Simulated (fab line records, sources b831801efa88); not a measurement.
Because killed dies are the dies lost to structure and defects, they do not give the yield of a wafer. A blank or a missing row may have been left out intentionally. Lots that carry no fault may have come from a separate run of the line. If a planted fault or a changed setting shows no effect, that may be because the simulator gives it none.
What tool caused it?	flow sky130	12 lots, 36 wafers sampled, at 5 steps of a route of 708

## WHAT THE GAUGES READ, wafer by wafer
SKY_POLY_GATE_CD_MEAS_22.
lot	measured	on	cdNm (nm)
L811	day 16 03:47	cdSem-01	148.7 151.1 148.1
L815	day 17 18:13	cdSem-01	149.1 151.2 148.8
L817	day 18 21:41	cdSem-02	151.4 151.8 150.5
L818	day 19 05:51	cdSem-01	151.6 149.9 147.9
L821	day 20 09:01	cdSem-01	148.2 146.8 147.9
L822	day 21 01:28	cdSem-02	149.5 148.4 149.5
L825	day 21 20:34	cdSem-02	149.5 148.0 146.9
L827	day 22 14:37	cdSem-01	150.2 149.9 148.9
L832	day 24 00:20	cdSem-01	149.9 149.3 151.5
L831	day 24 08:56	cdSem-02	149.2 151.1 148.1
L833	day 24 18:27	cdSem-01	148.0 145.8 147.7
L834	day 24 22:26	cdSem-01	150.2 151.6 152.8

SKY_LDD_P_CD_MEAS_07: target cd 380 nm.
lot	measured	on	cdNm (nm)
L811	day 18 14:45	cdSem-01	381.8 382.5 381.8
L815	day 20 07:14	cdSem-01	379.9 378.1 379.5
L817	day 21 12:15	cdSem-01	379.6 378.1 376.2
L818	day 21 21:05	cdSem-01	381.6 381.6 381.2
L821	day 22 22:09	cdSem-02	378.9 376.9 380.7
L822	day 23 15:43	cdSem-02	380.0 381.9 379.4
L825	day 24 09:46	cdSem-01	379.5 378.7 378.3
L827	day 25 03:46	cdSem-02	378.8 377.4 377.2
L832	day 26 12:03	cdSem-01	380.2 380.4 377.8
L831	day 26 20:48	cdSem-02	378.1 378.9 380.9
L833	day 27 05:50	cdSem-01	379.5 382.5 379.0
L834	day 27 08:35	cdSem-02	380.6 379.7 382.0

SKY_LDD_HVN_TW_MEAS_10.
lot	measured	on	LDD_HVN_TW
L811	day 19 21:58	filmMetro-02	1410 1404 1404
L815	day 21 14:31	filmMetro-01	1425 1431 1423
L817	day 22 18:58	filmMetro-02	1405 1408 1413
L818	day 23 03:41	filmMetro-03	1812 1828 1814
L821	day 24 05:26	filmMetro-03	1817 1811 1812
L822	day 24 22:17	filmMetro-03	1817 1821 1813
L825	day 25 16:20	filmMetro-03	1453 1462 1457
L827	day 26 09:31	filmMetro-03	1450 1454 1463
L832	day 27 17:04	filmMetro-02	1405 1412 1418
L831	day 28 01:25	filmMetro-01	1423 1421 1422
L833	day 28 10:40	filmMetro-01	1431 1424 1430
L834	day 28 13:32	filmMetro-02	1416 1423 1418

## WHICH TOOL RAN EACH LOT (tool, then ch and the chambers of the sampled wafers, then the start)
lot	SKY_POLY_GATE_STRIP_18	SKY_LDD_HVN_IMPLANT_08
L811	plasmaAsher-02 ch 0,1, day 16 00:01	implanter-02 ch 0, day 19 21:44
L815	plasmaAsher-02 ch 0,1, day 17 15:42	implanter-02 ch 0, day 21 14:16
L817	plasmaAsher-03 ch 0,1, day 18 19:57	implanter-02 ch 0, day 22 18:43
L818	plasmaAsher-02 ch 0,1, day 19 04:22	implanter-02 ch 0, day 23 03:08
L821	plasmaAsher-02 ch 0,1, day 20 07:33	implanter-01 ch 0, day 24 04:52
L822	plasmaAsher-01 ch 0,1, day 20 23:59	implanter-02 ch 0, day 24 21:43
L825	plasmaAsher-02 ch 0, day 21 19:07	implanter-04 ch 0, day 25 16:05
L827	plasmaAsher-01 ch 1, day 22 13:10	implanter-01 ch 0, day 26 09:16
L832	plasmaAsher-03 ch 1, day 23 22:53	implanter-01 ch 0, day 27 16:49
L831	plasmaAsher-01 ch 0,1, day 24 07:18	implanter-04 ch 0, day 28 01:10
L833	plasmaAsher-03 ch 0,1, day 24 16:58	implanter-01 ch 0, day 28 10:26
L834	plasmaAsher-02 ch 0,1, day 24 20:23	implanter-02 ch 0, day 28 13:18
- SKY_POLY_GATE_STRIP_18: strips in O2/N2.
- SKY_LDD_HVN_IMPLANT_08

## WHAT THE TOOLS THEMSELVES READ (means of the sampled wafers that have a number; where no wafer has one, the mark that the record gives instead)
SKY_POLY_GATE_STRIP_18.
lot	tool	drypumpMotorCurrentA (A)	oesProductAu (a.u.)	stripTimeToEndpointS (s)
L811	plasmaAsher-02	5.7	0.363	3.14
L815	plasmaAsher-02	5.7	0.363	3.18
L817	plasmaAsher-03	5.9	0.356	3.18
L818	plasmaAsher-02	5.5	0.361	3.16
L821	plasmaAsher-02	5.6	0.364	3.17
L822	plasmaAsher-01	6.0	0.363	3.15
L825	plasmaAsher-02	5.9	0.361	3.15
L827	plasmaAsher-01	6.3	0.363	3.19
L832	plasmaAsher-03	5.6	0.358	3.16
L831	plasmaAsher-01	6.0	0.356	3.21
L833	plasmaAsher-03	5.9	0.361	3.19
L834	plasmaAsher-02	5.7	0.360	3.16

SKY_LDD_HVN_IMPLANT_08.
lot	tool	faradayCurrentUA
L811	implanter-02	169
L815	implanter-02	167
L817	implanter-02	166
L818	implanter-02	168
L821	implanter-01	169
L822	implanter-02	170
L825	implanter-04	171
L827	implanter-01	169
L832	implanter-01	169
L831	implanter-04	170
L833	implanter-01	169
L834	implanter-02	168

## THE ANSWER, worked out from the rows above alone
Rule: what is usual is taken from the lots themselves. Put in order of their means at a reading, lots are off if they are a third of the lots or fewer, leave a main group of 4 or more, and stand apart from it by a gap of 3 or more times the standard deviation of the main group's means; of several such gaps the widest counts. Not used: any main group whose means are identical at the precision the tables above print for the reading. A lot without any number at a reading at which 4 lots or more have one is off too. All remaining lots with rows at the step are treated as sound. After the gauges, taken in route order, come the tools' own readings; for these a lot's mean is taken, as printed above. The first step at which some lot is off is used, and at that step the reading that is off furthest; a lot without a number counts as furthest.
Off: L818, L821, L822, seen at SKY_LDD_HVN_TW_MEAS_10 (LDD_HVN_TW). The main group has a mean of 1426 with a standard deviation of 18.
If a tool, at a process step before that reading, ran all the lots that are off and no sound lot after the first of them, it fits. The gauges at SKY_LDD_HVN_TW_MEAS_10 are tried like those tools. Not one of the candidates tried fits.

## WHAT THE SIMULATOR PUT IN
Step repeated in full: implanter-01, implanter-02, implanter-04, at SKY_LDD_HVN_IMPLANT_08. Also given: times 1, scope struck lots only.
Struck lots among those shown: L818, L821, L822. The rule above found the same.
